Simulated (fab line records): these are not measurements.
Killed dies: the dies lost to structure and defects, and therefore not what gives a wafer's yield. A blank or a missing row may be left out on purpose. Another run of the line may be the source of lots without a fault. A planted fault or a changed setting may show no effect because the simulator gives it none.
Code-filled problem report in 8D (eight disciplines) form || flow gf180mcu || the parts of the form that need people (team, actions taken, sign-off) are left out

## 1. WHAT IS WRONG
Wafers free of any fault read 4234 (standard deviation 42) for NSD_TW at GF_NSD_TW_MEAS_12, against a mean of 4419 on 6 wafers of 2 lots. That puts it +4.4 standard deviations away from the usual mean.
The first sign was on wafer L734.1 at day 18 16:50, on film metro-04. At this step, 33 wafers from 11 lots have a number in the record. By rule, "out" or "out of limits" means more than 4 standard deviations away from the usual mean. Any other wafer with a number is counted as sound.

## 2. WHAT THIS IS AND IS NOT
{"question": "which readings at this step", "is": "NSD_TW", "is not": "-"}
{"question": "which lots", "is": "L734, L737", "is not": "L719, L720, L723, L726, L728, L731, L735, L738, L742"}
{"question": "which wafers of those lots", "is": "all that have a number", "is not": "-"}
{"question": "read on which gauges", "is": "film metro-04", "is not": "film metro-02, film metro-03"}
{"question": "when", "is": "from day 18 16:50", "is not": "up to then (18 sound wafers); but 9 sound wafers of L735, L738, L742 came after"}

## 3. WHAT RULES OUT EACH SUSPECT
Counting: a tool stays on the suspect list if, at a process step up to the reading, it processed all lots that are out and no sound lot following the first of them.
- ruled out: the gauge at GF_NSD_TW_MEAS_12. All the wafers that are out were read on film metro-04, but those of them that GF_NSD_IMPLANT_09 has rows for are out there too, on other tools.
- implanter-02 at GF_NSD_IMPLANT_09: kept. It processed each lot that is out, first L734 at day 18 16:26, and no sound lot thereafter; up to then, the last sound lot it processed was L726 at day 15 18:37. Its own readings are out on those wafers: beam energy keV.
Left after counting: implanter-02 at GF_NSD_IMPLANT_09.

## 4. THE CAUSE (what the simulator had put in)
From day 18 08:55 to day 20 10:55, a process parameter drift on implanter-02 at GF_NSD_IMPLANT_09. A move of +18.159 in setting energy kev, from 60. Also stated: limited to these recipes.
After counting, this tool was the only one left.

## 5. THE CHAIN OF EFFECTS, in route order
Each row: a reading where the mean over the struck wafers with a number is more than 3 standard deviations away from the usual. Scope: only readings with a usual standard deviation given in the record; hours: median across lots of the time from each lot's start at the first step in this table that gives one to its start at this step; sigmas: change in usual standard deviations.
{"hours": 0, "step": "GF_NSD_IMPLANT_09", "reading": "beam energy keV", "usual": 60.002, "on struck wafers": 78.167, "change": "+18.165", "sigmas": "+99 or more"}
{"hours": 0, "step": "GF_NSD_STRIP_11", "reading": "oes product au", "usual": "0.487 a.u.", "on struck wafers": 0.461, "change": -0.026, "sigmas": -6.8}
{"hours": 0, "step": "GF_NSD_STRIP_11", "reading": "strip time to endpoint s", "usual": "22.97 s", "on struck wafers": 25.51, "change": "+2.54", "sigmas": "+73"}
{"hours": 0, "step": "GF_NSD_TW_MEAS_12", "reading": "NSD_TW", "usual": 4234, "on struck wafers": 4419, "change": "+185", "sigmas": "+4.4"}
{"hours": 25, "step": "GF_PSD_RS_MEAS_14", "reading": "NSD_RS", "usual": "46.11 ohm/sq", "on struck wafers": 41.59, "change": -4.52, "sigmas": -54}
Here are the process steps it includes:
- GF_NSD_IMPLANT_09
- GF_NSD_STRIP_11: strips in O2/N2.
At these later measuring or inspecting steps, every struck wafer for which the step has a row has a number for every such reading, and none has moved that far: GF_PSD_RS_MEAS_15, GF_V1_BOW_MEAS_05.

## 6. WHAT WOULD HAVE CAUGHT IT SOONER
In this record the first reading out of limits at a measuring or inspecting step was taken at day 18 16:50, 8 hours after the fault began at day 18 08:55.
Tool's own readings at GF_NSD_IMPLANT_09, beam energy keV: out on all struck wafers the step has rows for; an alarm limit on them would have tripped on the first.
Among the 2 lots that are out, L737 began GF_NSD_IMPLANT_09 on implanter-02 after day 18 16:50. Had the tool been put on hold then, it would have been spared.
